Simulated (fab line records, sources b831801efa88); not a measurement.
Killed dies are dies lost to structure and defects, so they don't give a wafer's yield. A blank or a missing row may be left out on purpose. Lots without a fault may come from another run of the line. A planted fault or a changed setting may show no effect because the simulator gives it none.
Which tool did it? | flow sky130 | 6 lots, 18 wafers sampled, at 3 steps of a route of 708

WHAT THE GAUGES READ, wafer by wafer
SKY_CONTACT_CD_MEAS_14: target cd 170 nm.
lot  | measured     | on        | cd_nm (nm)
L194 | day 31 17:25 | cd_sem-02 | 168.4 167.1 166.9
L198 | day 33 10:17 | cd_sem-02 | 169.3 170.2 170.1
L203 | day 35 02:59 | cd_sem-01 | 172.7 171.7 171.6
L205 | day 35 16:53 | cd_sem-01 | 171.3 168.5 170.1
L211 | day 37 12:56 | cd_sem-01 | 180.9 181.0 182.1
L214 | day 38 08:43 | cd_sem-02 | 169.4 170.2 169.6

WHICH TOOL RAN EACH LOT (tool, then ch and the chambers of the sampled wafers, then the start)
lot  | SKY_CONTACT_CVD_00              | SKY_CONTACT_SOFTBAKE_10
L194 | pecvd-03 ch 1,2, day 30 14:27   | litho_track-02 ch 0, day 31 05:00
L198 | pecvd-01 ch 0,2, day 32 07:47   | litho_track-03 ch 0, day 32 20:00
L203 | pecvd-01 ch 0,2, day 33 23:50   | litho_track-04 ch 0, day 34 14:00
L205 | pecvd-02 ch 1,2, day 34 12:32   | litho_track-02 ch 0, day 35 02:00
L211 | pecvd-02 ch 0,1, day 36 08:43   | litho_track-04 ch 0, day 36 23:00
L214 | pecvd-02 ch 0,1,2, day 37 05:16 | litho_track-02 ch 0, day 37 19:00
- SKY_CONTACT_CVD_00: deposits Si3N4, target thk 75 nm.
- SKY_CONTACT_SOFTBAKE_10: time 88.51 s.

THE ANSWER, worked out from the rows above alone
Rule: what is usual is taken from the lots themselves. Put in order of their means at a reading, lots are off if they are a third of the lots or fewer, leave a main group of 4 or more, and stand apart from it by a gap of 3 or more times the standard deviation of the main group's means; of several such gaps the widest counts. A main group whose means are all the same, to the digits that the tables above print for the reading, isn't used. A lot without any number at a reading at which 4 lots or more have one is off too. The other lots that the step has rows for count as sound.
Off: L211, at SKY_CONTACT_CD_MEAS_14 (cd_nm). The main group: mean 169.8 nm, standard deviation 1.4.
A tool fits if, at a process step before that reading, it ran every lot that is off, and no sound lot after the first of them. The gauges at SKY_CONTACT_CD_MEAS_14 are tried like those tools. Can't be told from this: 2 tools fit, litho_track-04 at SKY_CONTACT_SOFTBAKE_10, cd_sem-01 at SKY_CONTACT_CD_MEAS_14.

WHAT THE SIMULATOR HAD PUT IN
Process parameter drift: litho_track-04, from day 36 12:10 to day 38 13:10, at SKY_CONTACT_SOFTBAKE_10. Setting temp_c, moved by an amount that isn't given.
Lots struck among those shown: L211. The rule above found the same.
